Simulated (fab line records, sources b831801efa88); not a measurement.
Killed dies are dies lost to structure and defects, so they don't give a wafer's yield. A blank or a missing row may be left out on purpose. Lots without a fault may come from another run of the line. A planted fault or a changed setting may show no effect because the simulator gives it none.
fab line records | flow sky130
record lots=7 wafers=21 last_day=50
route steps=708 shown VT_ADJUST_LVTN@102
lots that met no fault: from a run of the same line without faults
start_h: hours from the record's first day to the start of the lot's first wafer shown | wait_h: hours since the lot's step before | " the same as in the row above | L1.1+2: a row that stands for several wafers | - no value, or no start given | * or withheld: withheld | < > ~ a bound
route shown NAME@n: a module of which the file shows steps, and the number in the route of the first | usual: mean/standard deviation of fault-free wafers | same: alike in all rows | chamber/n: place in a boat | sites: the reading at each site | _std_site: their standard deviation | _edge_site: outer sites' mean less inner sites' | radius_mm: how far each site lies from the wafer's centre | mask NAME#n: copy n | behind: the tool/chamber that last shaped the wafer | hold: why the lot was held/for how many hours/how that ended | device: the transistor (n, p or np) that didn't switch | end of line: the same wafers' tests at the end of the route | a step without rows: its recipe alone | killed: dies lost to structure and defects at the first sort, not the wafer's yield | map: a wafer's dies, x killed, . not, _ none there
set.NAME: the setting as run; set.NAME@STEP: as run at that earlier step | model.NAME: the simulator's own value behind a step, which no gauge read
lots at some steps of the route; a table a step, a row a wafer
services: from which hour (start_h, from the record's first day; less than 0 if before it) a tool's chamber was out of use, for how many hours, and why
## steps
# step SKY_VT_ADJUST_LVTN_PEB_05
# recipe temp_c=115 time_s=withheld
# step SKY_VT_ADJUST_LVTN_DEVELOP_06
# recipe wall_angle_deg=90 developer=TMAH develop_time_s=60 dev_temp_c=23
# step SKY_VT_ADJUST_LVTN_OVL_MEAS_07
# usual VT_ADJUST_LVTN_OVL=-0.2/1.6
# columns lot.wafer tool chamber start_h wait_h VT_ADJUST_LVTN_OVL[nm]
L637.1 overlay-01 - 204.85 - -0.3
L637.2 " - " " 1.3
L637.5 " - " " 0.7
L639.2 overlay-02 - 220.64 - 0.7
L639.3 " - " " 0.7
L639.5 " - " " 0.5
L645.1 overlay-01 - 257.18 - 0.7
L645.2 " - " " 2.1
L645.5 " - " " 1.5
L646.2 overlay-01 - 262.60 - -0.4
L646.3 " - " " -1.3
L646.4 " - " " 0.9
L647.2 overlay-02 - 272.59 - -0.3
L647.5 " - " " 1.3
L647.6 " - " " 0.5
L649.2 overlay-02 - 286.99 - -1.2
L649.4 " - " " -1.5
L649.6 " - " " -2.7
L650.1 overlay-01 - 301.23 - -0.8
L650.3 " - " " -0.4
L650.4 " - " " -1.4
# step SKY_VT_ADJUST_LVTN_IMPLANT_08
# recipe species=B energy_kev=30 dose_cm2=1.57e+12 tilt_deg=withheld
# step SKY_VT_ADJUST_LVTN_STRIP_09
# recipe chemistry=O2/N2 power_w=1400 pressure_mtorr=1500 platen_temp_c=withheld o2_flow_sccm=3000 n2_flow_sccm=300 overash_fraction=0.5
# usual drypump_motor_current_A=5.7/0.45 oes_product_au=0.722/0.0049 strip_time_to_endpoint_s=36.91/0.1
# columns lot.wafer tool chamber start_h wait_h drypump_motor_current_A oes_product_au rf_hours_counter_h strip_time_to_endpoint_s
L637.1 plasma_asher-03 0 205.04 0.1 5.3 0.723 8 36.77
L637.2 " 1 " " 5.9 0.724 8 36.82
L637.5 " 0 " " 5.3 0.726 - 36.88
L639.2 plasma_asher-04 0 220.82 0.1 6.1 0.729 41 36.90
L639.3 " 1 " " 6.2 0.732 - 36.84
L639.5 " 0 " " 6.1 0.729 - 36.92
L645.1 plasma_asher-04 1 257.37 0.1 6.1 0.727 44 36.86
L645.2 " 0 " " 6.1 0.719 44 36.78
L645.5 " 1 " " 6.2 0.720 - 36.93
L646.2 plasma_asher-01 0 262.78 0.1 5.7 0.726 57 37.01
L646.3 " 0 " " 5.7 0.735 - 36.96
L646.4 " 1 " " 4.9 0.716 - 36.97
L647.2 plasma_asher-01 0 272.77 0.1 5.7 0.727 58 36.75
L647.5 " 1 " " 4.9 0.720 - 36.89
L647.6 " 0 " " 5.7 0.724 - 36.81
L649.2 plasma_asher-03 1 287.17 0.1 5.9 0.726 16 36.96
L649.4 " 1 " " 5.9 0.730 - 36.98
L649.6 " 1 " " 5.9 0.722 - 37.00
L650.1 plasma_asher-03 1 301.42 0.1 5.9 0.721 18 36.97
L650.3 " 1 " " 5.9 0.719 - 36.85
L650.4 " 0 " " 5.3 0.721 - 37.02
# step SKY_VT_ADJUST_LVTN_TW_MEAS_10
# usual VT_ADJUST_LVTN_TW=243.0/2.8
# columns lot.wafer tool chamber start_h wait_h VT_ADJUST_LVTN_TW
L637.1 film_metro-01 - 205.14 0.1 246.9
L637.2 " - " " 247.6
L637.5 " - " " 246.1
L639.2 film_metro-04 - 220.93 0.1 240.2
L639.3 " - " " 241.9
L639.5 " - " " 240.7
L645.1 film_metro-04 - 257.47 0.1 241.7
L645.2 " - " " 241.1
L645.5 " - " " 241.3
L646.2 film_metro-04 - 262.89 0.1 241.2
L646.3 " - " " 239.6
L646.4 " - " " 240.5
L647.2 film_metro-04 - 272.88 0.1 240.5
L647.5 " - " " 241.2
L647.6 " - " " 240.4
L649.2 film_metro-04 - 287.28 0.1 241.5
L649.4 " - " " 240.7
L649.6 " - " " 239.9
L650.1 film_metro-03 - 301.52 0.1 243.4
L650.3 " - " " 242.9
L650.4 " - " " 242.9
# step SKY_VT_ADJUST_LVTN_DEHYDRATE_11
# recipe temp_c=200 time_s=60
# step SKY_VT_ADJUST_LVTN_HMDS_12
# recipe prime_time_s=60 prime_temp_c=120
# step SKY_VT_ADJUST_LVTN_COAT_13
# recipe resist=NOVOLAK spin_rpm=3000 resist_thk_nm=1140
# step SKY_VT_ADJUST_LVTN_SOFTBAKE_14
# recipe temp_c=90 time_s=60 resist=NOVOLAK
# step SKY_VT_ADJUST_LVTN_EXPOSE_15
# recipe mask_id=HVN_STD_DERIVED na=0.6 source_shape=conventional sigma_outer=0.6 polarization=unpolarized target_cd_nm=600 dose_mj=163
# step SKY_VT_ADJUST_LVTN_PEB_16
# recipe temp_c=withheld time_s=* resist=NOVOLAK
# step SKY_VT_ADJUST_LVTN_DEVELOP_17
# recipe resist=NOVOLAK developer=TMAH develop_time_s=60 dev_temp_c=23
# usual chill_plate_temp_C=22.99/0.11 develop_time_s=60/0
# columns lot.wafer tool chamber start_h wait_h chill_plate_temp_C develop_time_s
L637.1 litho_track-04 0 226.39 0.1 22.95 60
L637.2 " 0 " " 22.92 60
L637.5 " 0 " " 22.93 60
L639.2 litho_track-01 0 243.16 0.1 22.99 60
L639.3 " 0 " " 22.98 60
L639.5 " 0 " " 22.90 60
L645.1 litho_track-02 - 281.65 0.1 - -
L645.2 " - " " - -
L645.5 " - " " - -
L646.2 litho_track-02 - 287.22 0.1 - -
L646.3 " - " " - -
L646.4 " - " " - -
L647.2 litho_track-01 - 297.56 0.1 - -
L647.5 " - " " - -
L647.6 " - " " - -
L649.2 litho_track-04 0 312.06 0.1 22.91 60
L649.4 " 0 " " 22.93 60
L649.6 " 0 " " 23.00 60
L650.1 litho_track-01 0 327.18 0.1 22.95 60
L650.3 " 0 " " 22.86 60
L650.4 " 0 " " 22.83 60
# step SKY_VT_ADJUST_LVTN_OVL_MEAS_18
# usual VT_ADJUST_LVTN_01_OVL=0.0/1.7
# columns lot.wafer tool chamber start_h wait_h VT_ADJUST_LVTN_01_OVL[nm]
L637.1 overlay-02 - 226.54 0.1 0.2
L637.2 " - " " 2.2
L637.5 " - " " 0.6
L639.2 overlay-01 - 243.29 0.1 -0.2
L639.3 " - " " -0.5
L639.5 " - " " 0.1
L645.1 overlay-02 - 281.80 0.1 -
L645.2 " - " " -
L645.5 " - " " -
L646.2 overlay-02 - 287.35 0.1 -
L646.3 " - " " -
L646.4 " - " " -
L647.2 overlay-01 - 297.69 0.1 -
L647.5 " - " " -
L647.6 " - " " -
L649.2 overlay-01 - 312.19 0.1 0.8
L649.4 " - " " 0.2
L649.6 " - " " 1.5
L650.1 overlay-02 - 327.33 0.1 -0.6
L650.3 " - " " 1.4
L650.4 " - " " 0.1
## services
# columns tool chamber start_h hours kind
plasma_asher-01 - 244.93 0.5 repair
plasma_asher-04 - 250.25 0.4 repair
plasma_asher-01 - 252.68 9.1 repair
plasma_asher-03 - 279.11 2.8 pm
litho_track-04 - 314.38 - consumable_replace:filter
## key
first_sign step=SKY_VT_ADJUST_LVTN_DEVELOP_17 reading=tool_record direction=missing
effect none on later readings
met_at SKY_VT_ADJUST_LVTN_DEVELOP_17
struck_wafers L645.1,L645.2,L645.5,L646.2,L646.3,L646.4,L647.2,L647.5,L647.6
sort_left_out L645.1,L645.2,L645.5,L646.2,L646.3,L646.4,L647.2,L647.5,L647.6
tester_left_out L645,L646,L647
onset_between 243.16 281.65
fault kind=skipped_step_whole tool=litho_track-01,litho_track-02 chamber=- onset_h=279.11 steps=SKY_VT_ADJUST_LVTN_DEVELOP_17 scope=struck_lots_only
# tester_left_out: of these lots the tester's yield and bins aren't shown, on N5 and GAA mostly nor the transistor test; their killed dies are dies lost to structure and defects alone, not to doping, threshold or leakage, so they don't give the yield
# sort_left_out: the simulated sort isn't trusted on such a fault, so these wafers' sort isn't shown, and their yield isn't known
